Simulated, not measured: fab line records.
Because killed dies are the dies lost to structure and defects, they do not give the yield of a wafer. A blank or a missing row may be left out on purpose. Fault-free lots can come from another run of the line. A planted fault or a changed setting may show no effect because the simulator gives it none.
fab line records	flow sky130
record lots=24	wafers=72	last-day=50
route steps=708 shown LI_CONTACT@386 CONTACT@409 METAL1@437 METAL3@533 CAP2M@617 METAL5@675
lots that met no fault: taken from a fault-free run of the same line
start-h: the number of hours between the record's first day and the start of the first shown wafer of the lot	wait-h: how many hours have passed since the lot's step before this one	" same as the row above	L1.1+2: a single row standing in for several wafers	- no value present, or no start provided	* or withheld: withheld	< > ~ a bound
route shown NAME@n: names a module that has steps shown in the file, with the first one's number in the route	usual: mean and standard deviation over wafers with no fault	same: alike in all rows	chamber/n: place in a boat	sites: readings site by site	_std_site: how widely they spread, as a standard deviation	_edge_site: inner sites' mean taken away from outer sites' mean	radius-mm: for every site, how far away it sits from the centre of the wafer	mask NAME#n: copy n	behind: tool/chamber where the wafer was last shaped	hold: why the lot went on hold/how many hours it stayed there/how the hold came to an end	device: transistor that didn't switch, given as n, p or np	end of line: tests of these same wafers at the route's end	a step given without rows: its recipe and nothing more	killed: not the wafer's yield, but the dies lost to structure and defects at the first sort	map: a wafer's dies, marking killed ones x, the rest . and places with no die _
set.NAME: the setting that was run; set.NAME@STEP: the one run at that earlier step	model.NAME: the simulator's own value behind a step, which no gauge read
one table for each step of the route and one row for each wafer, over a sample of lots
services: a tool's chamber out of use, with start hour (start-h, from the record's first day; less than 0 if before it), hours out, and reason
## steps
# step SKY_LI_CONTACT_CMP_24
# recipe stop-on=PSG	t-overpolish-s=20	down-force-psi=3.5	platen-rpm=60	target-thk-nm=0	pad-velocity-m-s=0.94248
# usual motor-current-A=11.2/1.3	overpolish-run-s=19.999/0.0094	time-to-endpoint-s=94/5.4
lot.wafer	tool	chamber	start-h	wait-h	motor-current-A	overpolish-run-s	time-to-endpoint-s
L074.4	cmp-02	2	693.83	0.1	11.0	20.007	93
L074.3	"	3	"	"	11.7	19.992	90
L074.6	"	0	"	"	10.7	19.997	86
L076.1	cmp-01	0	701.33	0.1	13.9	20.007	97
L076.2	"	2	"	"	10.3	20.008	100
L076.3	"	3	"	"	9.0	20.005	89
L075.1	cmp-02	1	704.23	0.1	12.0	20.002	90
L075.3	"	3	"	"	10.8	19.996	97
L075.5	"	0	"	"	10.6	19.987	92
L077.4	cmp-01	2	708.03	0.0	10.2	19.995	99
L077.3	"	1	"	"	12.0	19.998	100
L077.5	"	2	"	"	9.9	20.004	95
L078.4	cmp-01	1	712.56	0.1	12.5	19.985	98
L078.2	"	2	"	"	9.5	20.004	98
L078.6	"	1	"	"	11.8	20.004	99
L079.3	cmp-01	0	718.11	0.1	12.8	19.996	93
L079.5	"	2	"	"	10.5	20.007	99
L079.6	"	3	"	"	9.1	19.985	88
L081.3	cmp-02	3	735.41	0.0	11.1	20.010	95
L081.2	"	1	"	"	11.9	20.006	88
L081.6	"	0	"	"	10.6	19.992	91
L080.4	cmp-02	1	738.95	0.1	12.2	20.000	90
L080.3	"	3	"	"	11.5	20.007	92
L080.6	"	0	"	"	10.7	20.006	89
L082.2	cmp-01	1	740.06	0.2	12.5	19.991	97
L082.5	"	2	"	"	9.6	19.992	93
L082.6	"	3	"	"	8.9	19.999	86
L083.3	cmp-02	3	751.06	0.0	11.4	19.999	96
L083.4	"	1	"	"	11.9	20.004	87
L083.1	"	2	"	"	11.1	19.994	98
L084.4	cmp-02	2	760.79	0.2	10.8	19.993	99
L084.5	"	3	"	"	11.6	20.005	95
L084.6	"	0	"	"	11.1	19.988	95
L085.1	cmp-01	0	769.25	0.1	13.1	19.999	96
L085.3	"	2	"	"	10.1	19.981	103
L085.2	"	3	"	"	9.7	19.996	87
L086.3	cmp-01	3	771.16	0.1	9.1	19.993	87
L086.1	"	1	"	"	12.2	19.998	106
L086.5	"	3	"	"	8.9	19.993	85
L087.4	cmp-01	1	779.30	0.0	12.3	19.992	100
L087.3	"	0	"	"	13.6	19.979	92
L087.6	"	1	"	"	12.0	20.006	102
L088.3	cmp-02	0	786.28	0.1	10.5	20.006	90
L088.2	"	2	"	"	10.8	20.007	97
L088.5	"	3	"	"	11.4	20.004	94
L089.2	cmp-01	1	790.93	0.0	12.2	20.000	98
L089.4	"	2	"	"	10.3	19.988	96
L089.3	"	0	"	"	13.7	20.002	91
L090.3	cmp-01	1	801.78	0.0	11.8	20.009	101
L090.1	"	2	"	"	9.7	20.010	99
L090.5	"	1	"	"	12.3	19.998	100
L091.2	cmp-02	3	804.36	0.1	10.5	20.003	94
L091.6	"	1	"	"	12.1	20.004	93
L091.5	"	2	"	"	10.6	19.983	100
L092.2	cmp-01	1	821.05	0.2	12.3	20.015	101
L092.5	"	2	"	"	10.0	19.999	96
L092.6	"	3	"	"	8.8	19.991	87
L093.3	cmp-02	2	822.23	0.0	10.8	19.998	96
L093.2	"	1	"	"	12.6	20.003	91
L093.6	"	3	"	"	11.2	20.001	95
L094.4	cmp-02	0	833.98	0.1	10.3	20.005	86
L094.3	"	1	"	"	11.6	19.995	91
L094.2	"	2	"	"	11.0	19.994	92
L095.2	cmp-01	0	840.00	0.2	14.2	19.990	91
L095.6	"	1	"	"	13.1	19.995	102
L095.5	"	2	"	"	10.0	19.987	100
L096.4	cmp-02	0	843.15	0.1	10.7	20.005	97
L096.5	"	3	"	"	11.6	19.989	96
L096.6	"	0	"	"	10.7	19.985	97
L097.1	cmp-02	0	849.22	0.1	10.3	19.991	97
L097.3	"	3	"	"	11.6	19.995	99
L097.6	"	1	"	"	12.1	20.016	93
# step SKY_CONTACT_THK_MEAS_03
# recipe reads=SiO2_of_CONTACT_HDPCVD_02
# usual CONTACT_HDPCVD_THK=566/5.7
lot.wafer	tool	chamber	start-h	wait-h	CONTACT_HDPCVD_THK[nm]
L074.3	film-metro-01	-	723.32	0.1	564
L074.4	"	-	"	"	561
L074.6	"	-	"	"	564
L076.1	film-metro-01	-	730.48	0.0	561
L076.2	"	-	"	"	555
L076.3	"	-	"	"	566
L075.1	film-metro-01	-	733.72	0.0	575
L075.3	"	-	"	"	566
L075.5	"	-	"	"	570
L077.3	film-metro-02	-	737.73	0.1	571
L077.4	"	-	"	"	575
L077.5	"	-	"	"	560
L078.2	film-metro-02	-	741.80	0.0	570
L078.4	"	-	"	"	570
L078.6	"	-	"	"	569
L079.3	film-metro-02	-	747.57	0.1	570
L079.5	"	-	"	"	552
L079.6	"	-	"	"	574
L081.2	film-metro-02	-	763.41	0.0	557
L081.3	"	-	"	"	569
L081.6	"	-	"	"	557
L080.3	film-metro-04	-	767.37	0.1	557
L080.4	"	-	"	"	573
L080.6	"	-	"	"	558
L082.2	film-metro-02	-	768.33	0.0	571
L082.5	"	-	"	"	570
L082.6	"	-	"	"	569
L083.1	film-metro-01	-	779.69	0.0	563
L083.3	"	-	"	"	556
L083.4	"	-	"	"	565
L084.4	film-metro-02	-	789.14	0.0	561
L084.5	"	-	"	"	560
L084.6	"	-	"	"	555
L085.1	film-metro-02	-	797.85	0.0	561
L085.2	"	-	"	"	573
L085.3	"	-	"	"	572
L086.1	film-metro-01	-	799.97	0.0	566
L086.3	"	-	"	"	570
L086.5	"	-	"	"	562
L087.3	film-metro-04	-	806.93	0.1	564
L087.4	"	-	"	"	567
L087.6	"	-	"	"	562
L088.2	film-metro-01	-	813.81	0.0	562
L088.3	"	-	"	"	565
L088.5	"	-	"	"	574
L089.2	film-metro-01	-	819.54	0.0	567
L089.3	"	-	"	"	571
L089.4	"	-	"	"	565
L090.1	film-metro-04	-	830.09	0.0	573
L090.3	"	-	"	"	565
L090.5	"	-	"	"	572
L091.2	film-metro-02	-	832.69	0.0	571
L091.5	"	-	"	"	583
L091.6	"	-	"	"	560
L092.2	film-metro-04	-	848.44	0.0	557
L092.5	"	-	"	"	566
L092.6	"	-	"	"	572
L093.2	film-metro-01	-	849.36	0.0	567
L093.3	"	-	"	"	559
L093.6	"	-	"	"	562
L094.2	film-metro-04	-	860.48	0.0	567
L094.3	"	-	"	"	564
L094.4	"	-	"	"	570
L095.2	film-metro-01	-	867.44	0.0	566
L095.5	"	-	"	"	565
L095.6	"	-	"	"	565
L096.4	film-metro-01	-	871.04	0.0	554
L096.5	"	-	"	"	562
L096.6	"	-	"	"	560
L097.1	film-metro-04	-	876.30	0.0	571
L097.3	"	-	"	"	571
L097.6	"	-	"	"	569
# step SKY_METAL1_SPUTTER_03
# recipe material=Ti	target-thk-nm=5	power-w=3000	time-s=3.3	chamber-pressure-pa=0.4
# usual chamber-pressure-pa=0.4000/0.00076	throttle-valve-pct=30.1/1
lot.wafer	tool	chamber	start-h	wait-h	chamber-pressure-pa	throttle-valve-pct
L074.3	pvd-sputter-04	-	753.33	0.0	0.3995	30.7
L074.4	"	-	"	"	0.3999	29.4
L074.6	"	-	"	"	0.4005	30.8
L076.1	pvd-sputter-04	-	760.21	0.0	0.3990	29.4
L076.2	"	-	"	"	0.3994	29.6
L076.3	"	-	"	"	0.3991	30.5
L075.1	pvd-sputter-03	-	762.31	0.0	0.4004	29.2
L075.3	"	-	"	"	0.4002	29.0
L075.5	"	-	"	"	0.4005	31.5
L077.3	pvd-sputter-04	-	767.08	0.0	0.3998	29.4
L077.4	"	-	"	"	0.3995	29.8
L077.5	"	-	"	"	0.4006	29.0
L078.2	pvd-sputter-03	-	770.84	0.0	0.3999	31.5
L078.4	"	-	"	"	0.3999	31.4
L078.6	"	-	"	"	0.4004	28.8
L079.3	pvd-sputter-02	-	776.64	0.0	0.4010	30.0
L079.5	"	-	"	"	0.3995	30.2
L079.6	"	-	"	"	0.4008	30.7
L081.2	pvd-sputter-03	-	791.25	0.0	0.4009	31.7
L081.3	"	-	"	"	0.3993	29.1
L081.6	"	-	"	"	0.4013	32.1
L080.3	pvd-sputter-04	-	795.68	0.0	0.4001	30.7
L080.4	"	-	"	"	0.3995	29.9
L080.6	"	-	"	"	0.4006	29.5
L082.2	pvd-sputter-02	-	796.42	0.0	0.4000	31.0
L082.5	"	-	"	"	0.4016	29.8
L082.6	"	-	"	"	0.4010	30.9
L083.1	pvd-sputter-03	-	808.44	0.0	0.3997	28.8
L083.3	"	-	"	"	0.3993	31.9
L083.4	"	-	"	"	0.3995	28.7
L084.4	pvd-sputter-03	-	818.03	0.0	0.4004	28.6
L084.5	"	-	"	"	0.3997	28.7
L084.6	"	-	"	"	0.3999	28.9
L085.1	pvd-sputter-03	-	826.31	0.0	0.4003	28.7
L085.2	"	-	"	"	0.3998	29.0
L085.3	"	-	"	"	0.3991	32.0
L086.1	pvd-sputter-02	-	828.16	0.0	0.3993	29.9
L086.3	"	-	"	"	0.4019	31.2
L086.5	"	-	"	"	0.4010	31.0
L087.3	pvd-sputter-04	-	835.16	0.0	0.3993	30.7
L087.4	"	-	"	"	0.4000	30.8
L087.6	"	-	"	"	0.4007	29.1
L088.2	pvd-sputter-03	-	841.37	0.0	0.4019	31.7
L088.3	"	-	"	"	0.3996	31.2
L088.5	"	-	"	"	0.4001	29.2
L089.2	pvd-sputter-04	-	847.71	0.0	0.4007	30.6
L089.3	"	-	"	"	0.4007	29.5
L089.4	"	-	"	"	0.4002	29.9
L090.1	pvd-sputter-03	-	859.09	0.0	0.4000	29.0
L090.3	"	-	"	"	0.4001	28.7
L090.5	"	-	"	"	0.4009	31.6
L091.2	pvd-sputter-04	-	860.69	0.0	0.4009	31.0
L091.5	"	-	"	"	0.3990	29.2
L091.6	"	-	"	"	0.3983	30.0
L092.2	pvd-sputter-04	-	876.23	0.0	0.3995	29.3
L092.5	"	-	"	"	0.4001	30.7
L092.6	"	-	"	"	0.3998	30.8
L093.2	pvd-sputter-04	-	877.21	0.0	0.4002	29.2
L093.3	"	-	"	"	0.4013	30.8
L093.6	"	-	"	"	0.4010	29.7
L094.2	pvd-sputter-02	-	887.86	0.0	0.3999	28.6
L094.3	"	-	"	"	0.3989	31.3
L094.4	"	-	"	"	0.4001	31.0
L095.2	pvd-sputter-02	-	894.59	0.0	0.3987	31.3
L095.5	"	-	"	"	0.4007	28.7
L095.6	"	-	"	"	0.3995	30.1
L096.4	pvd-sputter-02	-	897.98	0.0	0.3995	30.9
L096.5	"	-	"	"	0.3994	31.0
L096.6	"	-	"	"	0.3990	30.9
L097.1	pvd-sputter-04	-	903.24	0.0	0.3998	30.7
L097.3	"	-	"	"	0.4001	29.1
L097.6	"	-	"	"	0.3998	31.1
# step SKY_METAL3_SPUTTER_01
# recipe material=TiN	target-thk-nm=20	power-w=6500	time-s=16.7	chamber-pressure-pa=0.4
# usual chamber-pressure-pa=0.4001/0.00093	throttle-valve-pct=30.2/1.2
lot.wafer	tool	chamber	start-h	wait-h	chamber-pressure-pa	throttle-valve-pct
L074.3	pvd-sputter-03	-	864.51	0.0	0.3996	28.9
L074.4	"	-	"	"	0.4000	28.7
L074.6	"	-	"	"	0.3996	29.0
L076.1	pvd-sputter-03	-	871.88	0.0	0.4001	31.8
L076.2	"	-	"	"	0.3999	28.8
L076.3	"	-	"	"	0.4009	29.0
L075.1	pvd-sputter-03	-	874.08	0.0	0.3996	31.9
L075.3	"	-	"	"	0.3984	29.2
L075.5	"	-	"	"	0.3982	31.8
L077.3	pvd-sputter-02	-	877.51	0.0	0.4009	30.0
L077.4	"	-	"	"	0.3992	31.3
L077.5	"	-	"	"	0.3989	28.5
L078.2	pvd-sputter-03	-	882.73	0.0	0.4010	28.8
L078.4	"	-	"	"	0.4005	32.0
L078.6	"	-	"	"	0.4010	29.0
L079.3	pvd-sputter-03	-	887.80	0.0	0.3995	32.2
L079.5	"	-	"	"	0.4003	29.3
L079.6	"	-	"	"	0.3998	28.9
L081.2	pvd-sputter-04	-	901.56	0.0	0.4008	30.3
L081.3	"	-	"	"	0.4009	29.4
L081.6	"	-	"	"	0.4000	29.8
L080.3	pvd-sputter-04	-	906.21	0.0	0.3993	29.3
L080.4	"	-	"	"	0.4009	30.7
L080.6	"	-	"	"	0.4010	30.8
L082.2	pvd-sputter-04	-	906.60	0.0	0.4003	30.1
L082.5	"	-	"	"	0.3998	29.6
L082.6	"	-	"	"	0.4013	29.2
L083.1	pvd-sputter-02	-	917.84	0.0	0.3997	28.5
L083.3	"	-	"	"	0.4031	30.9
L083.4	"	-	"	"	0.3995	29.9
L084.4	pvd-sputter-02	-	926.61	0.0	0.4002	31.0
L084.5	"	-	"	"	0.3976	30.2
L084.6	"	-	"	"	0.4018	28.5
L085.1	pvd-sputter-03	-	935.38	0.0	0.4017	28.4
L085.2	"	-	"	"	0.3996	31.2
L085.3	"	-	"	"	0.4012	31.8
L086.1	pvd-sputter-02	-	937.41	0.0	0.3999	30.9
L086.3	"	-	"	"	0.3984	30.9
L086.5	"	-	"	"	0.4002	30.2
L087.3	pvd-sputter-04	-	942.40	0.0	0.3983	29.9
L087.4	"	-	"	"	0.4015	30.7
L087.6	"	-	"	"	0.4002	30.7
L088.2	pvd-sputter-03	-	947.95	0.0	0.4004	31.3
L088.3	"	-	"	"	0.4001	29.0
L088.5	"	-	"	"	0.4014	28.9
L089.2	pvd-sputter-03	-	954.66	0.0	0.3989	31.8
L089.3	"	-	"	"	0.4010	29.0
L089.4	"	-	"	"	0.4014	32.1
L090.1	pvd-sputter-03	-	965.61	0.0	0.4018	29.1
L090.3	"	-	"	"	0.3995	31.5
L090.5	"	-	"	"	0.4001	28.9
L091.2	pvd-sputter-03	-	966.60	0.0	0.4004	29.0
L091.5	"	-	"	"	0.4011	31.6
L091.6	"	-	"	"	0.3992	32.2
L092.2	pvd-sputter-03	-	980.31	0.0	0.4007	31.3
L092.5	"	-	"	"	0.3995	29.0
L092.6	"	-	"	"	0.4002	32.0
L093.2	pvd-sputter-02	-	982.14	0.0	0.4005	31.0
L093.3	"	-	"	"	0.3992	31.3
L093.6	"	-	"	"	0.3995	31.4
L094.2	pvd-sputter-02	-	992.66	0.0	0.3989	29.8
L094.3	"	-	"	"	0.4002	30.8
L094.4	"	-	"	"	0.4000	31.7
L095.2	pvd-sputter-04	-	999.65	0.0	0.4006	31.0
L095.5	"	-	"	"	0.3994	30.7
L095.6	"	-	"	"	0.4018	29.1
L096.4	pvd-sputter-04	-	1001.81	0.0	0.4002	29.1
L096.5	"	-	"	"	0.3994	30.7
L096.6	"	-	"	"	0.4014	29.2
L097.1	pvd-sputter-03	-	1007.81	0.0	0.4001	31.6
L097.3	"	-	"	"	0.3998	29.1
L097.6	"	-	"	"	0.3993	32.1
# step SKY_CAP2M_STRIP_14
# recipe chemistry=O2/N2	power-w=1400	pressure-mtorr=1500	platen-temp-c=withheld	o2-flow-sccm=3000	n2-flow-sccm=300	overash-fraction=0.5
# usual drypump-motor-current-A=5.8/0.44	oes-product-au=0.710/0.0045	strip-time-to-endpoint-s=12.63/0.058
lot.wafer	tool	chamber	start-h	wait-h	drypump-motor-current-A	oes-product-au	rf-hours-counter-h	strip-time-to-endpoint-s
L074.3	plasma-asher-02	0	970.08	0.1	6.0	0.708	-	12.53
L074.4	"	1	"	"	4.9	0.710	-	12.58
L074.6	"	0	"	"	6.0	0.712	-	12.59
L076.1	plasma-asher-03	0	975.02	0.1	6.4	0.706	82	12.66
L076.2	"	1	"	"	5.9	0.707	82	12.69
L076.3	"	1	"	"	5.9	0.712	-	12.70
L075.1	plasma-asher-02	1	977.09	0.1	4.9	0.711	57	12.68
L075.3	"	1	"	"	5.0	0.709	-	12.59
L075.5	"	1	"	"	5.0	0.709	-	12.64
L077.3	plasma-asher-03	0	980.21	0.1	6.3	0.708	-	12.58
L077.4	"	1	"	"	5.9	0.709	-	12.61
L077.5	"	1	"	"	5.9	0.708	-	12.57
L078.2	plasma-asher-04	1	985.47	0.1	5.6	0.710	119	12.58
L078.4	"	1	"	"	5.6	0.710	-	12.55
L078.6	"	1	"	"	5.6	0.709	-	12.57
L079.3	plasma-asher-02	1	990.90	0.1	5.0	0.707	-	12.51
L079.5	"	0	"	"	6.0	0.714	-	12.56
L079.6	"	1	"	"	5.0	0.715	-	12.54
L081.2	plasma-asher-04	1	1002.62	0.1	5.6	0.717	121	12.62
L081.3	"	1	"	"	5.6	0.709	-	12.66
L081.6	"	0	"	"	5.9	0.710	-	12.65
L080.3	plasma-asher-02	0	1008.60	0.1	6.0	0.711	-	12.67
L080.4	"	1	"	"	5.0	0.711	-	12.64
L080.6	"	0	"	"	6.0	0.713	-	12.67
L082.2	plasma-asher-03	1	1009.17	0.1	5.9	0.707	85	12.62
L082.5	"	1	"	"	5.9	0.707	-	12.60
L082.6	"	0	"	"	6.3	0.714	-	12.62
L083.1	plasma-asher-04	0	1018.72	0.1	5.9	0.711	122	12.72
L083.3	"	0	"	"	5.9	0.712	-	12.75
L083.4	"	1	"	"	5.6	0.714	-	12.71
L084.4	plasma-asher-04	1	1026.91	0.1	5.6	0.716	-	12.59
L084.5	"	0	"	"	5.9	0.705	-	12.53
L084.6	"	1	"	"	5.6	0.715	-	12.63
L085.1	plasma-asher-03	0	1034.27	0.1	6.4	0.708	88	12.73
L085.2	"	1	"	"	5.9	0.708	88	12.72
L085.3	"	0	"	"	6.4	0.715	-	12.70
L086.1	plasma-asher-03	0	1036.05	0.1	6.3	0.706	88	12.55
L086.3	"	1	"	"	5.9	0.712	-	12.56
L086.5	"	0	"	"	6.3	0.719	-	12.54
L087.3	plasma-asher-03	1	1040.99	0.2	5.9	0.710	-	12.61
L087.4	"	0	"	"	6.3	0.708	-	12.54
L087.6	"	1	"	"	5.9	0.705	-	12.60
L088.2	plasma-asher-02	1	1046.52	0.1	5.0	0.712	64	12.62
L088.3	"	0	"	"	6.0	0.707	-	12.64
L088.5	"	1	"	"	5.0	0.710	-	12.66
L089.2	plasma-asher-02	0	1052.47	0.1	6.0	0.707	65	12.64
L089.3	"	0	"	"	6.0	0.713	-	12.67
L089.4	"	1	"	"	5.0	0.703	-	12.61
L090.1	plasma-asher-03	1	1062.85	0.1	5.9	0.712	91	12.78
L090.3	"	0	"	"	6.4	0.704	-	12.73
L090.5	"	0	"	"	6.4	0.710	-	12.73
L091.2	plasma-asher-02	0	1063.10	0.1	6.0	0.705	66	12.63
L091.5	"	0	"	"	6.0	0.714	-	12.67
L091.6	"	1	"	"	5.0	0.712	-	12.69
L092.2	plasma-asher-04	0	1075.17	0.1	5.9	0.716	1	12.64
L092.5	"	1	"	"	5.6	0.709	-	12.60
L092.6	"	0	"	"	5.9	0.706	-	12.65
L093.2	plasma-asher-02	0	1076.87	0.1	6.0	0.722	67	12.69
L093.3	"	0	"	"	6.0	0.711	-	12.62
L093.6	"	1	"	"	5.0	0.714	-	12.62
L094.2	plasma-asher-03	1	1086.60	0.1	6.0	0.712	94	12.74
L094.3	"	1	"	"	6.0	0.711	-	12.67
L094.4	"	0	"	"	6.3	0.705	-	12.62
L095.2	plasma-asher-03	1	1091.25	0.1	5.9	0.715	94	12.55
L095.5	"	0	"	"	6.3	0.716	-	12.62
L095.6	"	1	"	"	5.9	0.712	-	12.62
L096.4	plasma-asher-04	1	1093.81	0.1	5.6	0.705	-	12.64
L096.5	"	1	"	"	5.6	0.705	-	12.62
L096.6	"	0	"	"	5.9	0.711	-	12.64
L097.1	plasma-asher-04	1	1100.02	0.1	5.6	0.709	3	12.71
L097.3	"	0	"	"	5.9	0.710	-	12.67
L097.6	"	0	"	"	5.9	0.702	-	12.60
# step SKY_METAL5_DESCUM_14
# recipe chemistry=O2	source-power-w=150	bias-power-w=0	pressure-mtorr=10	temp-c=40	time-s=11
# usual drypump-motor-current-A=5.4/0.39	oes-product-au=1.009/0.013
lot.wafer	tool	chamber	start-h	wait-h	drypump-motor-current-A	oes-product-au	rf-hours-counter-h
L074.3	rie-metal-02	0	1043.92	0.1	5.2	1.017	-
L074.4	"	1	"	"	6.0	0.992	-
L074.6	"	1	"	"	6.0	1.003	-
L076.1	rie-metal-01	1	1048.15	0.1	5.6	1.021	19
L076.2	"	1	"	"	5.7	1.024	-
L076.3	"	1	"	"	5.6	1.029	-
L075.1	rie-metal-01	1	1050.20	0.1	5.7	1.023	19
L075.3	"	1	"	"	5.7	1.041	-
L075.5	"	1	"	"	5.7	1.023	-
L077.3	rie-metal-02	1	1052.46	0.1	6.0	0.994	-
L077.4	"	0	"	"	5.2	1.008	-
L077.5	"	0	"	"	5.2	1.012	-
L078.2	rie-metal-01	0	1057.28	0.1	5.0	1.001	16
L078.4	"	1	"	"	5.6	1.037	-
L078.6	"	1	"	"	5.6	1.030	-
L079.3	rie-metal-01	1	1062.16	0.1	5.6	1.024	-
L079.5	"	0	"	"	5.0	0.993	-
L079.6	"	1	"	"	5.6	1.028	-
L081.2	rie-metal-04	0	1074.03	0.1	4.7	1.020	12
L081.3	"	0	"	"	4.7	1.012	-
L081.6	"	0	"	"	4.7	0.998	-
L080.3	rie-metal-04	0	1077.90	0.1	4.7	1.005	-
L080.4	"	1	"	"	5.2	1.004	-
L080.6	"	0	"	"	4.7	1.016	-
L082.2	rie-metal-01	0	1078.98	0.1	5.0	1.014	18
L082.5	"	1	"	"	5.7	1.017	-
L082.6	"	0	"	"	5.0	0.995	-
L083.1	rie-metal-01	1	1087.93	0.1	5.7	1.032	22
L083.3	"	1	"	"	5.7	1.025	-
L083.4	"	0	"	"	5.0	1.002	-
L084.4	rie-metal-02	0	1096.27	0.1	5.2	1.004	-
L084.5	"	0	"	"	5.2	1.021	-
L084.6	"	1	"	"	5.9	0.995	-
L085.1	rie-metal-02	0	1103.16	0.1	5.2	1.015	26
L085.2	"	1	"	"	5.9	0.983	25
L085.3	"	0	"	"	5.2	1.015	-
L086.1	rie-metal-01	0	1104.88	0.1	5.0	1.003	20
L086.3	"	0	"	"	5.0	0.996	-
L086.5	"	0	"	"	5.1	1.003	-
L087.3	rie-metal-02	1	1108.44	0.1	6.0	0.976	-
L087.4	"	0	"	"	5.2	1.018	-
L087.6	"	0	"	"	5.1	1.011	-
L088.2	rie-metal-04	1	1113.30	0.1	5.2	1.009	24
L088.3	"	1	"	"	5.2	1.004	-
L088.5	"	1	"	"	5.2	1.004	-
L089.2	rie-metal-01	0	1118.25	0.1	5.1	0.997	21
L089.3	"	0	"	"	5.0	0.998	-
L089.4	"	1	"	"	5.6	1.022	-
L090.1	rie-metal-02	1	1127.48	0.1	6.0	1.000	27
L090.3	"	1	"	"	6.0	0.997	-
L090.5	"	0	"	"	5.2	1.003	-
L091.2	rie-metal-01	1	1128.58	0.1	5.7	1.023	25
L091.5	"	1	"	"	5.7	1.022	-
L091.6	"	0	"	"	5.0	1.002	-
L092.2	rie-metal-02	0	1139.10	0.1	5.2	1.007	29
L092.5	"	0	"	"	5.2	1.008	-
L092.6	"	1	"	"	6.0	1.000	-
L093.2	rie-metal-01	0	1140.91	0.1	5.0	1.005	23
L093.3	"	1	"	"	5.7	1.013	-
L093.6	"	1	"	"	5.7	1.015	-
L094.2	rie-metal-02	0	1149.55	0.1	5.2	1.014	30
L094.3	"	1	"	"	6.0	1.003	-
L094.4	"	0	"	"	5.2	1.006	-
L095.2	rie-metal-01	0	1152.83	0.1	5.0	1.005	24
L095.5	"	0	"	"	5.0	1.010	-
L095.6	"	1	"	"	5.6	1.025	-
L096.4	rie-metal-04	0	1154.79	0.1	4.7	1.005	-
L096.5	"	0	"	"	4.7	1.009	-
L096.6	"	1	"	"	5.2	1.003	-
L097.1	rie-metal-02	0	1159.30	0.1	5.2	1.004	31
L097.3	"	0	"	"	5.2	1.010	-
L097.6	"	1	"	"	6.0	0.989	-
## services
tool	chamber	start-h	hours	kind
cmp-01	-	698.25	0.8	repair
cmp-01	-	716.87	0.8	repair
pvd-sputter-02	-	717.71	0.8	repair
pvd-sputter-04	-	718.25	4.7	repair
cmp-01	-	751.72	1.2	repair
cmp-01	-	793.39	4.0	pm
rie-metal-01	-	798.21	28.1	pm
cmp-02	-	849.64	0.9	repair
rie-metal-01	1	868.39	1.6	repair
pvd-sputter-04	-	879.10	2.1	repair
cmp-02	-	911.36	7.0	pm
cmp-02	-	918.36	5.7	pm
cmp-02	-	924.04	4.0	pm
cmp-01	-	928.04	5.0	pm
pvd-sputter-02	-	931.45	1.9	repair
pvd-sputter-02	-	966.21	5.3	repair
pvd-sputter-02	-	1003.37	0.8	repair
rie-metal-01	1	1005.90	12.0	repair
pvd-sputter-03	-	1018.12	6.7	repair
cmp-02	-	1044.70	1.0	repair
pvd-sputter-04	-	1078.30	4.2	repair
cmp-01	-	1104.67	7.2	pm
cmp-01	-	1131.40	4.0	pm
pvd-sputter-04	-	1157.26	1.9	repair
## key
fault none
